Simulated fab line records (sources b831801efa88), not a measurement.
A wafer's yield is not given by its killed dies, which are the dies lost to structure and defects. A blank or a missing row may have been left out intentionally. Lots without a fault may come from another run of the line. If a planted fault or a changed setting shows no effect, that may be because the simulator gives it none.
Comparing a struck lot with a sound one + flow gf180mcu + 41 steps out of a route of 602
Sound: the wafers L982.2, L982.4, L982.6. Struck: wafer L971.4. (L971.3, L971.5 of the same lot were not struck and are left out.) The cause comes at the end.
At each step with rows: each side's tool, then ch and its chambers, then its first start. Under that, the readings that differ: sound wafers + struck wafers + difference of the means + sigmas: that difference in standard deviations of wafers without a fault.
alike: a reading whose means differ by less than 2 such deviations, as well as words and numbers matching on both sides. not compared: withheld readings; readings where some wafer has no value; bounds like >300 that might hide an equal value; numbers whose values overlap and for which the record gives no deviation.
Wherever a step has rows on one side only, a row that says differs or no value, or a row with sigmas, the two part there. When numbers do not overlap yet have no deviation, they are printed without sigmas and do not part them. A reading that every wafer of one side lacks parts them only if that side has two wafers or more.

GF_V4_RS_MEAS_24: a four-point-probe measurement.
  sound on filmMetro-03 at day 29 19:19; struck on filmMetro-03 at day 26 11:20
  alike: V4_W_RS
GF_V4_THK_MEAS_25: measures by xrf.
  sound on filmMetro-03 at day 29 19:25; struck on filmMetro-03 at day 26 11:26
| reading       | sound       | struck | difference | sigmas |
|---------------|-------------|--------|------------|--------|
| V4_W_THK (nm) | 364 370 367 | 351    | -16        | -2     |
then, 2 steps without rows for these wafers: GF_V4_CMP_26 (polishes, stops on SiO2, t overpolish 15 s, target thk 0 nm); GF_MIM_SPUTTER_00 (material Ti, target thk 37.5 nm, time 150 s).
GF_MIM_SPUTTER_01: material TiN, target thk 30 nm, time 25 s.
  sound on pvdSputter-03 at day 29 21:47; struck on pvdSputter-04 at day 26 11:52
| reading              | sound          | struck | difference | sigmas |
|----------------------|----------------|--------|------------|--------|
| throttleValvePct (%) | 30.6 29.9 30.8 | 28.1   | -2.3       | -2     |
GF_MIM_SPUTTER_02: material AlCu, target thk 450 nm, time 23.9 s.
  sound on pvdSputter-03 at day 29 21:49; struck on pvdSputter-04 at day 26 11:54
  alike: throttleValvePct
GF_MIM_SPUTTER_03: material Ti, target thk 10 nm, time 6.7 s.
  sound on pvdSputter-03 at day 29 21:50; struck on pvdSputter-04 at day 26 11:56
  alike: throttleValvePct
then, 2 steps without rows for these wafers: GF_MIM_SPUTTER_04 (material TiN, target thk 50 nm, time 41.7 s); GF_MIM_CVD_05 (deposits Si3N4, target thk 42 nm, time 29.086 s).
GF_MIM_THK_MEAS_06:
  sound on filmMetro-03 at day 29 21:57; struck on filmMetro-03 at day 26 12:02
  alike: MIM_CVD_05_THK
then, 2 steps without rows for these wafers: GF_MIM_SPUTTER_07 (material TiN, target thk 60 nm, time 50 s); GF_MIM_SPUTTER_08 (material AlCu, target thk 200 nm, time 10.6 s).
GF_MIM_SPUTTER_09: material TiN, target thk 35 nm, time 29.2 s.
  sound on pvdSputter-02 at day 29 22:04; struck on pvdSputter-02 at day 26 12:09
| reading                                | sound             | struck | difference | sigmas |
|----------------------------------------|-------------------|--------|------------|--------|
| model.TiN_of_MIM_SPUTTER_09.thkNm (nm) | 35.12 34.79 34.97 | 45.25  | +10.29     |        |
  alike: throttleValvePct
GF_MIM_RS_MEAS_10: a four-point-probe measurement.
  sound on filmMetro-04 at day 29 22:07; struck on filmMetro-03 at day 26 12:13
  alike: MIM_ALCU_RS
GF_MIM_THK_MEAS_11: measures by xrf.
  sound on filmMetro-04 at day 29 22:14; struck on filmMetro-03 at day 26 12:19
  alike: MIM_ALCU_THK
then, 18 steps without rows for these wafers: GF_MIM_DEHYDRATE_12 (time 60 s); GF_MIM_HMDS_13 (prime time 60 s); GF_MIM_COAT_14 (resist thk 1000 nm); GF_MIM_SOFTBAKE_15 (time 60 s); GF_MIM_EXPOSE_16 (exposes mask FuseTop, target cd 2000 nm); GF_MIM_PEB_17; GF_MIM_DEVELOP_18 (develop time 60 s); GF_MIM_METAL_ETCH_19 (etches the open film in Cl2/BCl3, stops on Si3N4, target depth 324.5 nm, time 54.1 s); GF_MIM_STRIP_20 (strips in O2/N2); GF_MIM_STRIP_21 (strips in post etch residue remover, time 1200 s); GF_MIM_CLEAN_22 (cleans in DIW); GF_M5_DEHYDRATE_00 (time 60 s); GF_M5_HMDS_01 (prime time 60 s); GF_M5_COAT_02 (resist thk 1000 nm); GF_M5_SOFTBAKE_03 (time 60 s); GF_M5_EXPOSE_04 (exposes mask Metal5, target cd 280 nm); GF_M5_PEB_05 (peb time 90 s); GF_M5_DEVELOP_06 (develop time 60 s).
GF_M5_CD_MEAS_07 targets a cd of 280 nm.
  sound on cdSem-02 at day 31 09:43; struck on cdSem-01 at day 28 04:38
  alike: cdNm
GF_M5_OVL_MEAS_08:
  sound on overlay-02 at day 31 09:50; struck on overlay-02 at day 28 04:44
  alike: M5_OVL
then, 1 step without rows for these wafers: GF_M5_ETCH_09 (etches Si3N4 in CF4/O2, target depth 52 nm, time 11.6 s).
GF_M5_METAL_ETCH_10: etches the open film in Cl2/BCl3, stops on SiO2, target depth 627.5 nm, time 104.6 s.
  sound on rieMetal-04 ch 0,1, day 31 09:53; struck on rieMetal-04 ch 1, day 28 04:49
  alike: drypumpMotorCurrentA, oesProductAu, throttleValvePct
  not compared: rfHoursCounterH
GF_M5_STRIP_11: strips in O2/N2.
  sound on plasmaAsher-03 ch 0,1, day 31 10:00; struck on plasmaAsher-03 ch 0, day 28 04:56
| reading                  | sound          | struck | difference | sigmas |
|--------------------------|----------------|--------|------------|--------|
| stripTimeToEndpointS (s) | 7.48 7.55 7.48 | 7.63   | +0.13      | +2     |
  alike: drypumpMotorCurrentA, heaterPowerW, oesProductAu
  not compared: rfHoursCounterH
GF_M5_STRIP_12: strips in post etch residue remover, time 1200 s.
  sound on wetBench-01 ch 2, day 31 10:06; struck on wetBench-03 ch 1, day 28 05:00
| reading                                | sound             | struck | difference | sigmas |
|----------------------------------------|-------------------|--------|------------|--------|
| model.TiN_of_MIM_SPUTTER_09.thkNm (nm) | 34.28 33.95 34.13 | 44.41  | +10.29     |        |
  alike: bathGuardTempC, bathHeatDutyPct
then, 1 step without rows for these wafers: GF_M5_CLEAN_13 (cleans in DIW).
-- the record jumps here: 3 days lie between the struck wafers' starts before and after (it left off in module M5 and takes up again in module PASSIVATION, whose first step shown is number 602 of the route) --
GF_PASSIVATION_PROBE_99:
  rows exist in the record for the struck wafers here (prober-02, day 30 18:44), but not for the sound ones

## WHERE THEY PART
First at GF_V4_THK_MEAS_25; last, within this record, at GF_PASSIVATION_PROBE_99.

WHY: what the simulator had put in
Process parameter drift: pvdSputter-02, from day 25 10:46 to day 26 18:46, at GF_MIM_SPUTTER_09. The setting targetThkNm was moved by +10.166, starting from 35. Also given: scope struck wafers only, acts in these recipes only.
